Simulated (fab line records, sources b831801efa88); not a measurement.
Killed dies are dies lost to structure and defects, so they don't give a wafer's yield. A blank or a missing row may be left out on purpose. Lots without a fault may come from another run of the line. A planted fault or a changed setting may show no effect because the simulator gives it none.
fab line records | flow sky130
record lots=6 wafers=16 last_day=51
route steps=708 shown NWELL@65 PWDE@84 VT_ADJUST_HVTP@85 VT_ADJUST_LVTN@97 VIA1@459 PAD_OPEN@708
lots that met no fault: from a run of the same line without faults
start_h: hours from the record's first day to the start of the lot's first wafer shown | wait_h: hours since the lot's step before | " the same as in the row above | L1.1+2: a row that stands for several wafers | - no value, or no start given | * or withheld: withheld | < > ~ a bound
route shown NAME@n: a module of which the file shows steps, and the number in the route of the first | usual: mean/standard deviation of fault-free wafers | same: alike in all rows | chamber/n: place in a boat | sites: the reading at each site | _std_site: their standard deviation | _edge_site: outer sites' mean less inner sites' | radius_mm: how far each site lies from the wafer's centre | mask NAME#n: copy n | behind: the tool/chamber that last shaped the wafer | hold: why the lot was held/for how many hours/how that ended | device: the transistor (n, p or np) that didn't switch | end of line: the same wafers' tests at the end of the route | a step without rows: its recipe alone | killed: dies lost to structure and defects at the first sort, not the wafer's yield | map: a wafer's dies, x killed, . not, _ none there
set.NAME: the setting as run; set.NAME@STEP: as run at that earlier step | model.NAME: the simulator's own value behind a step, which no gauge read
lots at some steps of the route; a table a step, a row a wafer
services: from which hour (start_h, from the record's first day; less than 0 if before it) a tool's chamber was out of use, for how many hours, and why
## steps
# step SKY_NWELL_IMPLANT_12
# recipe species=P energy_kev=120 dose_cm2=1.3e+12 tilt_deg=withheld
# step SKY_NWELL_IMPLANT_13
# recipe species=P energy_kev=50 dose_cm2=7e+11 tilt_deg=withheld
# step SKY_NWELL_STRIP_14
# recipe chemistry=O2/N2 power_w=1400 pressure_mtorr=1500 platen_temp_c=withheld o2_flow_sccm=3000 n2_flow_sccm=300 overash_fraction=0.5
# usual drypump_motor_current_A=5.7/0.42 oes_product_au=0.722/0.0044 strip_time_to_endpoint_s=36.90/0.13
# same overash_fraction=0.5
# columns lot.wafer tool chamber start_h wait_h drypump_motor_current_A oes_product_au rf_hours_counter_h strip_time_to_endpoint_s
L791.1 plasma_asher-04 1 89.26 0.1 6.1 0.720 26 36.93
L791.3 " 1 " " 6.1 0.722 - 36.94
L791.4 " 0 " " 5.2 0.713 - 36.98
L796.4 plasma_asher-01 0 117.71 0.1 5.9 0.723 - 36.76
L796.5 " 1 " " 5.1 0.726 - 36.76
L796.6 " 0 " " 6.0 0.721 - 36.71
L803.2 plasma_asher-01 1 159.98 0.1 5.1 0.717 50 36.67
L803.4 " 0 " " 6.0 0.720 - 36.74
L804.4 plasma_asher-01 1 166.06 0.1 5.1 0.720 - 37.08
L804.6 " 0 " " 6.0 0.724 - 37.08
L808.2 plasma_asher-02 0 188.30 0.1 6.0 0.722 7 36.93
L808.3 " 1 " " 6.1 0.728 - 36.98
L808.4 " 0 " " 6.0 0.736 - 37.04
L813.1 plasma_asher-01 0 219.95 0.1 6.0 0.724 56 36.82
L813.2 " 1 " " 5.1 0.721 56 36.74
L813.3 " 1 " " 5.1 0.721 - 36.69
# step SKY_NWELL_TW_MEAS_15
# usual NWELL_TW=1829/21
# columns lot.wafer tool chamber start_h wait_h NWELL_TW
L791.1 film_metro-04 - 89.36 0.1 1813
L791.3 " - " " 1807
L791.4 " - " " 1818
L796.4 film_metro-02 - 117.81 0.1 1846
L796.5 " - " " 1843
L796.6 " - " " 1836
L803.2 film_metro-01 - 160.09 0.1 1793
L803.4 " - " " 1807
L804.4 film_metro-02 - 166.16 0.1 1850
L804.6 " - " " 1849
L808.2 film_metro-02 - 188.41 0.1 1849
L808.3 " - " " 1840
L808.4 " - " " 1833
L813.1 film_metro-02 - 220.05 0.1 1840
L813.2 " - " " 1840
L813.3 " - " " 1851
# step SKY_NWELL_DEHYDRATE_16
# recipe temp_c=200 time_s=60
# step SKY_NWELL_HMDS_17
# recipe prime_time_s=60 prime_temp_c=120
# step SKY_NWELL_COAT_18
# recipe spin_rpm=2000 resist_thk_nm=3000
# step SKY_NWELL_SOFTBAKE_19
# recipe temp_c=110 time_s=withheld
# step SKY_NWELL_EXPOSE_20
# recipe mask_id=NWM_COMPLEMENT na=0.6 source_shape=conventional sigma_outer=0.6 polarization=unpolarized target_cd_nm=840 dose_mj=260
# step SKY_NWELL_PEB_21
# recipe temp_c=115 time_s=withheld
# step SKY_NWELL_DEVELOP_22
# recipe wall_angle_deg=90 developer=TMAH develop_time_s=60 dev_temp_c=23
# step SKY_NWELL_OVL_MEAS_23
# usual NWELL_01_OVL=0.6/1.3
# columns lot.wafer tool chamber start_h wait_h NWELL_01_OVL[nm]
L791.1 overlay-02 - 107.84 - 1.3
L791.3 " - " " -0.6
L791.4 " - " " 0.5
L796.4 overlay-02 - 137.21 - -0.4
L796.5 " - " " -0.5
L796.6 " - " " 0.0
L803.2 overlay-01 - 181.15 - -1.4
L803.4 " - " " 0.7
L804.4 overlay-01 - 187.48 - 2.6
L804.6 " - " " 2.7
L808.2 overlay-02 - 209.90 - -0.8
L808.3 " - " " -1.6
L808.4 " - " " 0.4
L813.1 overlay-01 - 243.17 - 0.5
L813.2 " - " " -1.0
L813.3 " - " " -0.5
# step SKY_NWELL_IMPLANT_24
# recipe species=B energy_kev=140 dose_cm2=9.2e+12 tilt_deg=withheld
# columns lot.wafer tool chamber start_h wait_h
L791.1+3+4 implanter-04 0 107.88 0.0
L796.4+5+6 implanter-02 0 137.30 0.1
L803.2+4 implanter-04 0 181.20 0.0
L804.4+6 implanter-04 0 187.57 0.1
L808.2+3+4 implanter-03 0 209.95 0.0
L813.1+2+3 implanter-03 0 243.21 0.0
# step SKY_NWELL_STRIP_25
# recipe chemistry=O2/N2 power_w=1400 pressure_mtorr=1500 platen_temp_c=withheld o2_flow_sccm=3000 n2_flow_sccm=300 overash_fraction=0.5
# usual drypump_motor_current_A=5.8/0.4 oes_product_au=0.722/0.0044 strip_time_to_endpoint_s=36.92/0.12
# same overash_fraction=0.5
# columns lot.wafer tool chamber start_h wait_h drypump_motor_current_A oes_product_au rf_hours_counter_h strip_time_to_endpoint_s
L791.1 plasma_asher-02 1 108.03 0.1 6.2 0.729 37 36.93
L791.3 " 0 " " 6.0 0.724 - 36.91
L791.4 " 1 " " 6.1 0.711 - 36.89
L796.4 plasma_asher-04 0 137.41 0.1 5.3 0.721 - 36.89
L796.5 " 0 " " 5.2 0.717 - 36.72
L796.6 " 1 " " 6.1 0.725 - 36.86
L803.2 plasma_asher-01 1 181.33 0.1 5.1 0.718 53 37.02
L803.4 " 1 " " 5.1 0.729 - 36.99
L804.4 plasma_asher-01 1 187.68 0.1 5.1 0.721 - 36.83
L804.6 " 0 " " 6.0 0.716 - 36.85
L808.2 plasma_asher-02 0 210.08 0.1 6.0 0.731 9 36.81
L808.3 " 1 " " 6.2 0.726 - 36.85
L808.4 " 0 " " 6.0 0.729 - 37.04
L813.1 plasma_asher-01 0 243.36 0.1 6.0 0.717 59 36.97
L813.2 " 1 " " 5.1 0.730 59 36.94
L813.3 " 1 " " 5.1 0.722 - 36.98
# step SKY_NWELL_TW_MEAS_26
# usual NWELL_2_TW=498/5.2
# columns lot.wafer tool chamber start_h wait_h NWELL_2_TW
L791.1 film_metro-02 - 108.13 0.1 502
L791.3 " - " " 502
L791.4 " - " " 502
L796.4 film_metro-04 - 137.51 0.1 492
L796.5 " - " " 496
L796.6 " - " " 495
L803.2 film_metro-01 - 181.44 0.1 490
L803.4 " - " " 493
L804.4 film_metro-01 - 187.78 0.1 491
L804.6 " - " " 488
L808.2 film_metro-04 - 210.19 0.1 496
L808.3 " - " " 498
L808.4 " - " " 497
L813.1 film_metro-02 - 243.46 0.1 503
L813.2 " - " " 501
L813.3 " - " " 499
# step SKY_NWELL_CLEAN_27
# recipe chemistry=SC1/SC2 mix=1:4:20 temp_c=70 time_s=150 dry=n2_spin
# step SKY_NWELL_RTA_28
# recipe temp_c=1050 time_s=30 idle_temp_c=650 ramp_up_c_per_s=150 ramp_down_c_per_s=90 ambient=N2
# usual lamp_power_pct=25.30/0.054 wafer_temp_C_max=1054.9/0.91
# columns lot.wafer tool chamber start_h wait_h lamp_power_pct wafer_temp_C_max
L791.1 rtp_anneal-02 0 108.24 0.0 25.38 1053.4
L791.3 " 0 " " 25.26 1056.0
L791.4 " 0 " " 25.32 1055.5
L796.4 rtp_anneal-02 0 137.64 0.1 25.22 1055.9
L796.5 " 0 " " 25.30 1055.5
L796.6 " 0 " " 25.28 1056.1
L803.2 rtp_anneal-02 0 181.56 0.0 25.42 1055.4
L803.4 " 0 " " 25.32 1054.5
L804.4 rtp_anneal-01 0 187.91 0.1 25.29 1055.2
L804.6 " 0 " " 25.30 1056.0
L808.2 rtp_anneal-01 0 210.30 0.0 25.26 1054.0
L808.3 " 0 " " 25.25 1055.6
L808.4 " 0 " " 25.22 1054.5
L813.1 rtp_anneal-02 0 243.57 0.0 25.30 1054.5
L813.2 " 0 " " 25.34 1055.5
L813.3 " 0 " " 25.34 1055.2
# step SKY_NWELL_RS_MEAS_29
# recipe thk_meas_gauge=four-point-probe
# usual NWELL_RS=624.6/1.8
# columns lot.wafer tool chamber start_h wait_h NWELL_RS[ohm/sq]
L791.1 film_metro-01 - 108.34 0.1 626.7
L791.3 " - " " 626.9
L791.4 " - " " 625.3
L796.4 film_metro-01 - 137.75 0.1 625.0
L796.5 " - " " 625.9
L796.6 " - " " 625.6
L803.2 film_metro-02 - 181.66 0.1 624.9
L803.4 " - " " 625.1
L804.4 film_metro-01 - 188.02 0.1 621.8
L804.6 " - " " 624.8
L808.2 film_metro-01 - 210.41 0.1 624.5
L808.3 " - " " 625.5
L808.4 " - " " 622.6
L813.1 film_metro-01 - 243.67 0.1 626.4
L813.2 " - " " 626.0
L813.3 " - " " 626.2
# step SKY_NWELL_RS_MEAS_31
# recipe thk_meas_gauge=four-point-probe
# usual PWDE_RS=5278/17
# columns lot.wafer tool chamber start_h wait_h PWDE_RS[ohm/sq]
L791.1 film_metro-01 - 108.58 0.1 5285
L791.3 " - " " 5268
L791.4 " - " " 5296
L796.4 film_metro-01 - 137.99 0.1 5265
L796.5 " - " " 5261
L796.6 " - " " 5257
L803.2 film_metro-02 - 181.90 0.1 5280
L803.4 " - " " 5282
L804.4 film_metro-01 - 188.26 0.1 5313
L804.6 " - " " 5306
L808.2 film_metro-01 - 210.65 0.1 5285
L808.3 " - " " 5279
L808.4 " - " " 5268
L813.1 film_metro-01 - 243.91 0.1 5297
L813.2 " - " " 5292
L813.3 " - " " 5296
# step SKY_VT_ADJUST_HVTP_DEHYDRATE_00
# recipe temp_c=200 time_s=60
# step SKY_VT_ADJUST_HVTP_HMDS_01
# recipe prime_time_s=60 prime_temp_c=120
# step SKY_VT_ADJUST_HVTP_COAT_02
# recipe resist=NOVOLAK spin_rpm=3000 resist_thk_nm=1140
# step SKY_VT_ADJUST_HVTP_SOFTBAKE_03
# recipe temp_c=90 time_s=60 resist=NOVOLAK
# step SKY_VT_ADJUST_HVTP_EXPOSE_04
# recipe mask_id=HVTPM na=0.6 source_shape=conventional sigma_outer=0.6 polarization=unpolarized target_cd_nm=380 dose_mj=140
# step SKY_VT_ADJUST_HVTP_PEB_05
# recipe temp_c=withheld time_s=* resist=NOVOLAK
# step SKY_VT_ADJUST_HVTP_DEVELOP_06
# recipe resist=NOVOLAK developer=TMAH develop_time_s=60 dev_temp_c=23
# step SKY_VT_ADJUST_HVTP_CD_MEAS_07
# recipe target_cd_nm=380
# usual cd_nm=380.2/2.4
# columns lot.wafer tool chamber start_h wait_h cd_nm
L791.1 cd_sem-01 - 127.41 0.1 386.1
L791.3 " - " " 384.1
L791.4 " - " " 383.7
L796.4 cd_sem-02 - 158.27 0.1 378.1
L796.5 " - " " 377.3
L796.6 " - " " 377.1
L803.2 cd_sem-02 - 203.63 0.2 376.7
L803.4 " - " " 375.6
L804.4 cd_sem-02 - 209.77 0.1 379.8
L804.6 " - " " 379.9
L808.2 cd_sem-02 - 232.93 0.1 380.2
L808.3 " - " " 379.2
L808.4 " - " " 379.6
L813.1 cd_sem-02 - 266.96 0.1 381.1
L813.2 " - " " 381.3
L813.3 " - " " 382.2
# step SKY_VT_ADJUST_HVTP_OVL_MEAS_08
# usual VT_ADJUST_HVTP_OVL=0.4/1.5
# columns lot.wafer tool chamber start_h wait_h VT_ADJUST_HVTP_OVL[nm]
L791.1 overlay-01 - 127.53 0.1 0.9
L791.3 " - " " 1.1
L791.4 " - " " 0.5
L796.4 overlay-01 - 158.35 0.1 -0.5
L796.5 " - " " 2.2
L796.6 " - " " -0.6
L803.2 overlay-02 - 203.74 0.1 1.4
L803.4 " - " " 1.0
L804.4 overlay-01 - 209.84 0.1 1.1
L804.6 " - " " 1.1
L808.2 overlay-02 - 233.03 0.1 1.5
L808.3 " - " " 2.4
L808.4 " - " " 1.4
L813.1 overlay-01 - 267.08 0.1 2.4
L813.2 " - " " 0.4
L813.3 " - " " 2.6
# step SKY_VT_ADJUST_HVTP_IMPLANT_09
# recipe species=As energy_kev=150 dose_cm2=4.3e+12 tilt_deg=withheld
# step SKY_VT_ADJUST_HVTP_STRIP_10
# recipe chemistry=O2/N2 power_w=1400 pressure_mtorr=1500 platen_temp_c=withheld o2_flow_sccm=3000 n2_flow_sccm=300 overash_fraction=0.5
# usual drypump_motor_current_A=5.5/0.41 oes_product_au=0.716/0.0043 strip_time_to_endpoint_s=14.16/0.048
# same overash_fraction=0.5
# columns lot.wafer tool chamber start_h wait_h drypump_motor_current_A oes_product_au rf_hours_counter_h strip_time_to_endpoint_s
L791.1 plasma_asher-03 0 127.71 0.1 5.4 0.713 44 14.12
L791.3 " 0 " " 5.5 0.716 - 14.14
L791.4 " 1 " " 5.2 0.711 - 14.11
L796.4 plasma_asher-03 0 158.55 0.1 5.4 0.709 - 14.09
L796.5 " 0 " " 5.4 0.717 - 14.11
L796.6 " 1 " " 5.2 0.721 - 14.12
L803.2 plasma_asher-04 1 203.92 0.1 6.1 0.715 37 14.16
L803.4 " 1 " " 6.1 0.710 - 14.19
L804.4 plasma_asher-04 0 210.05 0.1 5.3 0.719 - 14.12
L804.6 " 1 " " 6.1 0.714 - 14.10
L808.2 plasma_asher-01 0 233.21 0.1 6.0 0.715 58 14.21
L808.3 " 0 " " 6.0 0.726 - 14.18
L808.4 " 1 " " 5.1 0.716 - 14.20
L813.1 plasma_asher-01 0 267.27 0.1 5.9 0.714 61 14.18
L813.2 " 1 " " 5.2 0.708 61 14.14
L813.3 " 0 " " 6.0 0.715 - 14.16
# step SKY_VT_ADJUST_HVTP_TW_MEAS_11
# usual VT_ADJUST_HVTP_TW=1362/13
# columns lot.wafer tool chamber start_h wait_h VT_ADJUST_HVTP_TW
L791.1 film_metro-01 - 127.81 0.1 1344
L791.3 " - " " 1351
L791.4 " - " " 1348
L796.4 film_metro-03 - 158.64 0.1 1376
L796.5 " - " " 1373
L796.6 " - " " 1374
L803.2 film_metro-01 - 204.03 0.1 1335
L803.4 " - " " 1335
L804.4 film_metro-01 - 210.14 0.1 1343
L804.6 " - " " 1346
L808.2 film_metro-03 - 233.32 0.1 1362
L808.3 " - " " 1358
L808.4 " - " " 1366
L813.1 film_metro-02 - 267.37 0.1 1374
L813.2 " - " " 1377
L813.3 " - " " 1369
# step SKY_VT_ADJUST_LVTN_DEHYDRATE_00
# recipe temp_c=200 time_s=60
# step SKY_VT_ADJUST_LVTN_HMDS_01
# recipe prime_time_s=60 prime_temp_c=120
# step SKY_VT_ADJUST_LVTN_COAT_02
# recipe spin_rpm=2000 resist_thk_nm=3000
# step SKY_VT_ADJUST_LVTN_SOFTBAKE_03
# recipe temp_c=110 time_s=withheld
# step SKY_VT_ADJUST_LVTN_EXPOSE_04
# recipe mask_id=NWM_COMPLEMENT_LESS_NATIVE na=0.6 source_shape=conventional sigma_outer=0.6 polarization=unpolarized target_cd_nm=840 dose_mj=194
# step SKY_VT_ADJUST_LVTN_PEB_05
# recipe temp_c=115 time_s=withheld
# step SKY_VT_ADJUST_LVTN_DEVELOP_06
# recipe wall_angle_deg=90 developer=TMAH develop_time_s=60 dev_temp_c=23
# step SKY_VT_ADJUST_LVTN_OVL_MEAS_07
# usual VT_ADJUST_LVTN_OVL=0.3/1.3
# columns lot.wafer tool chamber start_h wait_h VT_ADJUST_LVTN_OVL[nm]
L791.1 overlay-02 - 147.27 - 2.5
L791.3 " - " " 0.9
L791.4 " - " " -1.0
L796.4 overlay-01 - 179.54 - 0.2
L796.5 " - " " 1.4
L796.6 " - " " 1.4
L803.2 overlay-01 - 226.75 - 0.7
L803.4 " - " " 1.5
L804.4 overlay-02 - 232.39 - 0.2
L804.6 " - " " 1.3
L808.2 overlay-02 - 257.08 - -0.4
L808.3 " - " " -1.8
L808.4 " - " " 1.1
L813.1 overlay-01 - 292.59 - 0.1
L813.2 " - " " 0.2
L813.3 " - " " 0.9
# step SKY_VT_ADJUST_LVTN_IMPLANT_08
# recipe species=B energy_kev=30 dose_cm2=1.57e+12 tilt_deg=withheld
# step SKY_VT_ADJUST_LVTN_STRIP_09
# recipe chemistry=O2/N2 power_w=1400 pressure_mtorr=1500 platen_temp_c=withheld o2_flow_sccm=3000 n2_flow_sccm=300 overash_fraction=0.5
# usual drypump_motor_current_A=5.6/0.4 oes_product_au=0.723/0.0048 strip_time_to_endpoint_s=36.93/0.1
# same overash_fraction=0.5
# columns lot.wafer tool chamber start_h wait_h drypump_motor_current_A oes_product_au rf_hours_counter_h strip_time_to_endpoint_s
L791.1 plasma_asher-01 1 147.46 0.1 5.1 0.722 49 36.91
L791.3 " 0 " " 6.0 0.724 - 36.93
L791.4 " 1 " " 5.1 0.720 - 36.89
L796.4 plasma_asher-01 1 179.74 0.1 5.2 0.721 - 36.87
L796.5 " 1 " " 5.1 0.729 - 36.94
L796.6 " 0 " " 6.0 0.725 - 36.75
L803.2 plasma_asher-01 1 226.93 0.1 5.2 0.722 57 37.12
L803.4 " 0 " " 6.0 0.717 - 37.06
L804.4 plasma_asher-01 1 232.59 0.1 5.1 0.724 - 36.79
L804.6 " 0 " " 6.0 0.725 - 36.82
L808.2 plasma_asher-03 0 257.26 0.1 5.4 0.719 57 36.96
L808.3 " 0 " " 5.4 0.722 - 36.76
L808.4 " 1 " " 5.2 0.718 - 36.86
L813.1 plasma_asher-03 1 292.78 0.1 5.2 0.724 60 36.77
L813.2 " 0 " " 5.4 0.715 60 36.95
L813.3 " 0 " " 5.4 0.709 - 36.87
# step SKY_VIA1_THK_MEAS_01
# recipe reads=SiO2_of_VIA1_HDPCVD_00
# usual VIA1_HDPCVD_THK=1026/9.9
# columns lot.wafer tool chamber start_h wait_h hold VIA1_HDPCVD_THK[nm]
L791.1 film_metro-01 - 791.64 0.1 - 1025
L791.3 " - " " - 1018
L791.4 " - " " - 1007
L796.4 film_metro-01 - 822.75 0.0 - 1025
L796.5 " - " " - 1025
L796.6 " - " " - 1021
L803.2 film_metro-01 - 878.27 0.1 await_dispo/0.2h/release 1046
L803.4 " - " " await_dispo/0.2h/release 1028
L803.2 film_metro-01 - 878.50 0.2 - 1044
L803.4 " - " " - 1028
L804.4 film_metro-01 - 888.62 0.0 await_dispo/0.2h/release 1027
L804.6 " - " " await_dispo/0.2h/release 1020
L804.4 film_metro-01 - 888.84 0.2 - 1027
L804.6 " - " " - 1019
L808.2 film_metro-02 - 910.12 0.1 - 1010
L808.3 " - " " - 1030
L808.4 " - " " - 1018
L813.1 film_metro-02 - 944.27 0.1 - 1037
L813.2 " - " " - 1023
L813.3 " - " " - 1043
# step SKY_VIA1_CMP_02
# recipe material=SiO2 down_force_psi=4 platen_rpm=60 pad_velocity_m_s=0.94248
# usual motor_current_A=12.2/1.3 slurry_flow_ml_min=150.1/0.39
# columns lot.wafer tool chamber start_h wait_h hold motor_current_A slurry_flow_ml_min
L791.3 cmp-02 2 791.70 0.0 - 13.1 150.4
L791.1 " 3 " " - 13.5 149.6
L791.4 " 1 " " - 14.1 150.2
L796.4 cmp-02 0 822.88 0.1 - 10.4 150.1
L796.5 " 2 " " - 13.1 149.9
L796.6 " 3 " " - 13.5 150.0
L803.2 cmp-02 2 885.67 7.2 await_dispo/6.9h/release 13.7 150.5
L803.4 " 1 " " await_dispo/6.9h/release 13.7 149.2
L804.4 cmp-01 3 890.23 1.4 await_dispo/1.2h/release 11.8 149.4
L804.6 " 1 " " await_dispo/1.2h/release 10.6 150.3
L808.2 cmp-01 1 910.22 0.1 - 11.3 149.0
L808.4 " 2 " " - 14.1 150.5
L808.3 " 3 " " - 12.1 150.2
L813.1 cmp-01 1 944.38 0.1 - 11.6 150.7
L813.3 " 2 " " - 13.5 149.5
L813.2 " 3 " " - 11.0 149.7
# step SKY_PAD_OPEN_PROBE_99
# usual killed_at_M0_to_M3=43/6.9 killed_at_M4_up=3.2/1.6 killed_at_contacts=25/5.1 killed_at_front_end=16/4.5 killed_at_other=0.3/0.68 killed_dies=87/8.9 killed_on_rim=16/3.6 killed_open=48/6.9 killed_short=39/6.3
# same gross_dies=492 killed_at_back_side=0
# columns lot.wafer tool chamber start_h wait_h killed_at_M0_to_M3 killed_at_M4_up killed_at_contacts killed_at_front_end killed_at_other killed_dies killed_on_rim killed_open killed_short model.etest.res_pwell_under_gate.rs_ohm_sq_range
L791.1 prober-01 - 1105.48 0.1 49 3 25 11 1 89 18 55 34 47.73
L791.3 prober-01 - 1105.58 0.2 33 4 22 22 0 81 10 39 42 51.94
L791.4 prober-01 - 1105.63 0.2 35 4 25 13 1 78 12 38 40 54.41
L796.4 prober-01 - 1129.03 0.2 58 6 15 25 0 104 19 62 42 53.77
L796.5 prober-01 - 1129.08 0.2 37 6 31 18 0 92 22 49 43 50.02
L796.6 prober-01 - 1129.13 0.2 54 4 20 20 0 98 21 54 44 46.66
L803.2 prober-02 - 1170.54 0.1 48 4 16 14 1 83 14 43 39 55.94
L803.4 prober-02 - 1170.64 0.2 40 0 19 26 0 85 18 45 40 190.5
L804.4 prober-01 - 1177.99 0.2 59 0 15 17 1 92 20 54 38 209.5
L804.6 prober-01 - 1178.09 0.2 47 4 22 21 2 96 16 58 38 170.1
L808.2 prober-01 - 1190.94 0.1 43 3 20 24 0 90 23 41 47 76.51
L808.3 prober-01 - 1190.99 0.2 48 4 27 11 1 91 21 45 46 52.36
L808.4 prober-01 - 1191.04 0.2 53 4 22 17 0 96 20 51 45 57.21
L813.1 prober-02 - 1213.03 0.1 45 6 19 17 1 88 13 53 35 54.12
L813.2 prober-02 - 1213.08 0.1 48 1 29 17 0 95 14 44 51 62.46
L813.3 prober-02 - 1213.13 0.2 31 1 19 14 0 65 11 34 31 28.34
# killed by level:class
L791.1 VIA1:geometric_particle:open=11 VIA3:geometric_particle:open=11 CONTACT:geometric_particle:open=9 LI_CONTACT:geometric_particle:open=7 VIA2:geometric_particle:short=7 LOCAL_INTERCONNECT:geometric_particle:short=6 FIELD_ISO:geometric_particle:open=5 VIA2:geometric_particle:open=5
L791.3 CONTACT:geometric_particle:open=9 VIA1:geometric_particle:open=7 LI_CONTACT:geometric_particle:open=6 FIELD_ISO:geometric_particle:short=5 POLY_GATE:geometric_particle:short=5 CONTACT:geometric_particle:short=5 METAL1:geometric_particle:short=5 POLY_CUT:geometric_particle:open=4
L791.4 CONTACT:geometric_particle:open=9 METAL1:geometric_particle:short=7 POLY_GATE:geometric_particle:short=6 LI_CONTACT:geometric_particle:open=5 LOCAL_INTERCONNECT:geometric_particle:short=5 VIA1:geometric_particle:open=5 CONTACT:geometric_particle:short=4 METAL2:geometric_particle:short=4
L796.4 VIA1:geometric_particle:open=14 VIA1:geometric_particle:short=9 CONTACT:geometric_particle:open=9 VIA3:geometric_particle:open=9 METAL1:geometric_particle:short=7 POLY_GATE:geometric_particle:short=6 FIELD_ISO:geometric_particle:open=5 LI_CONTACT:geometric_particle:open=5
L796.5 CONTACT:geometric_particle:open=11 LI_CONTACT:geometric_particle:open=9 VIA1:geometric_particle:open=9 FIELD_ISO:geometric_particle:short=7 LOCAL_INTERCONNECT:geometric_particle:short=6 METAL2:geometric_particle:short=5 METAL1:geometric_particle:short=4 VIA3:geometric_particle:short=4
L796.6 VIA1:geometric_particle:open=12 CONTACT:geometric_particle:open=9 VIA1:geometric_particle:short=9 METAL1:geometric_particle:short=8 VIA3:geometric_particle:open=7 LI_CONTACT:geometric_particle:open=6 SPACER:geometric_particle:open=4 METAL4:geometric_particle:short=4
L803.2 VIA1:geometric_particle:open=12 METAL1:geometric_particle:short=9 CONTACT:geometric_particle:open=8 METAL2:geometric_particle:short=8 FIELD_ISO:geometric_particle:open=5 POLY_GATE:geometric_particle:open=5 VIA3:geometric_particle:short=5 CONTACT:geometric_particle:short=3
L803.4 FIELD_ISO:geometric_particle:short=14 CONTACT:geometric_particle:open=11 VIA1:geometric_particle:open=10 FIELD_ISO:geometric_particle:open=9 METAL1:geometric_particle:short=6 VIA3:geometric_particle:open=5 LI_CONTACT:geometric_particle:open=4 VIA1:geometric_particle:short=4
L804.4 VIA1:geometric_particle:open=16 VIA3:geometric_particle:open=9 VIA2:geometric_particle:open=9 FIELD_ISO:geometric_particle:short=5 LI_CONTACT:geometric_particle:open=5 VIA2:geometric_particle:short=5 VIA3:geometric_particle:short=5 METAL1:geometric_particle:short=4
L804.6 VIA1:geometric_particle:open=17 CONTACT:geometric_particle:open=11 FIELD_ISO:geometric_particle:short=8 VIA1:geometric_particle:short=7 POLY_GATE:geometric_particle:open=6 VIA2:geometric_particle:open=5 METAL4:geometric_particle:short=4 LI_CONTACT:geometric_particle:open=4
L808.2 VIA1:geometric_particle:short=8 VIA1:geometric_particle:open=8 METAL1:geometric_particle:short=7 FIELD_ISO:geometric_particle:open=6 CONTACT:geometric_particle:short=6 VIA3:geometric_particle:open=6 FIELD_ISO:geometric_particle:short=5 LI_CONTACT:geometric_particle:open=5
L808.3 CONTACT:geometric_particle:open=8 VIA1:geometric_particle:open=8 LI_CONTACT:geometric_particle:open=7 VIA3:geometric_particle:short=5 CONTACT:geometric_particle:short=5 VIA2:geometric_particle:short=5 METAL1:geometric_particle:short=5 VIA1:geometric_particle:short=5
L808.4 VIA3:geometric_particle:open=11 VIA1:geometric_particle:open=8 METAL2:geometric_particle:short=7 POLY_GATE:geometric_particle:short=6 CONTACT:geometric_particle:short=6 LI_CONTACT:geometric_particle:open=6 VIA1:geometric_particle:short=6 VIA2:geometric_particle:open=6
L813.1 CONTACT:geometric_particle:open=11 VIA3:geometric_particle:open=10 VIA1:geometric_particle:open=9 FIELD_ISO:geometric_particle:open=5 METAL2:geometric_particle:short=5 FIELD_ISO:geometric_particle:short=4 LI_CONTACT:geometric_particle:open=4 VIA3:geometric_particle:short=4
L813.2 VIA1:geometric_particle:short=11 CONTACT:geometric_particle:open=10 VIA1:geometric_particle:open=8 LI_CONTACT:geometric_particle:open=7 METAL1:geometric_particle:short=7 LOCAL_INTERCONNECT:geometric_particle:short=6 FIELD_ISO:geometric_particle:short=5 POLY_GATE:geometric_particle:short=5
L813.3 LOCAL_INTERCONNECT:geometric_particle:short=6 VIA2:geometric_particle:open=6 FIELD_ISO:geometric_particle:open=5 LI_CONTACT:geometric_particle:open=5 VIA3:geometric_particle:open=5 CONTACT:geometric_particle:open=5 METAL2:geometric_particle:short=5 SONOS_ONO:geometric_particle:short=3
## services
# columns tool chamber start_h hours kind
plasma_asher-04 - 67.40 2.8 pm
plasma_asher-03 - 71.95 1.6 repair
plasma_asher-04 - 133.93 1.1 repair
plasma_asher-03 - 259.87 3.2 repair
plasma_asher-04 - 286.27 1.5 repair
plasma_asher-03 - 310.19 1.2 repair
plasma_asher-03 - 330.88 0.3 repair
plasma_asher-04 - 356.70 1.1 repair
plasma_asher-01 - 381.87 4.3 pm
plasma_asher-03 - 386.45 11.9 repair
plasma_asher-03 - 391.56 7.6 repair
plasma_asher-01 - 395.95 2.1 repair
plasma_asher-03 - 421.25 9.0 pm
plasma_asher-04 - 432.84 2.8 repair
plasma_asher-01 - 595.06 5.6 repair
rtp_anneal-02 - 601.97 5.4 pm
plasma_asher-01 - 640.30 2.8 pm
plasma_asher-01 - 653.89 1.8 repair
plasma_asher-03 - 724.48 0.8 repair
plasma_asher-01 - 733.75 9.0 pm
plasma_asher-03 - 755.00 2.8 pm
plasma_asher-03 - 791.15 0.8 repair
plasma_asher-01 - 881.08 1.8 repair
plasma_asher-01 - 940.85 2.7 repair
## key
first_sign none at tools or gauges
model_effect step=SKY_PAD_OPEN_PROBE_99 value=etest.res_pwell_under_gate.rs_ohm_sq_range without=59.68 struck=190
met_at SKY_NWELL_IMPLANT_24
struck_wafers L803.4,L804.4,L804.6
tester_left_out L803,L804
onset_between 107.88 181.20
fault kind=process_parameter_drift tool=implanter-04 chamber=- onset_h=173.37 steps=SKY_NWELL_IMPLANT_24 channel=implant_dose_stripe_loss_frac offset=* shape=step end_h=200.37 scope=struck_wafers_only
# tester_left_out: of these lots the tester's yield and bins aren't shown, on N5 and GAA mostly nor the transistor test; their killed dies are dies lost to structure and defects alone, not to doping, threshold or leakage, so they don't give the yield
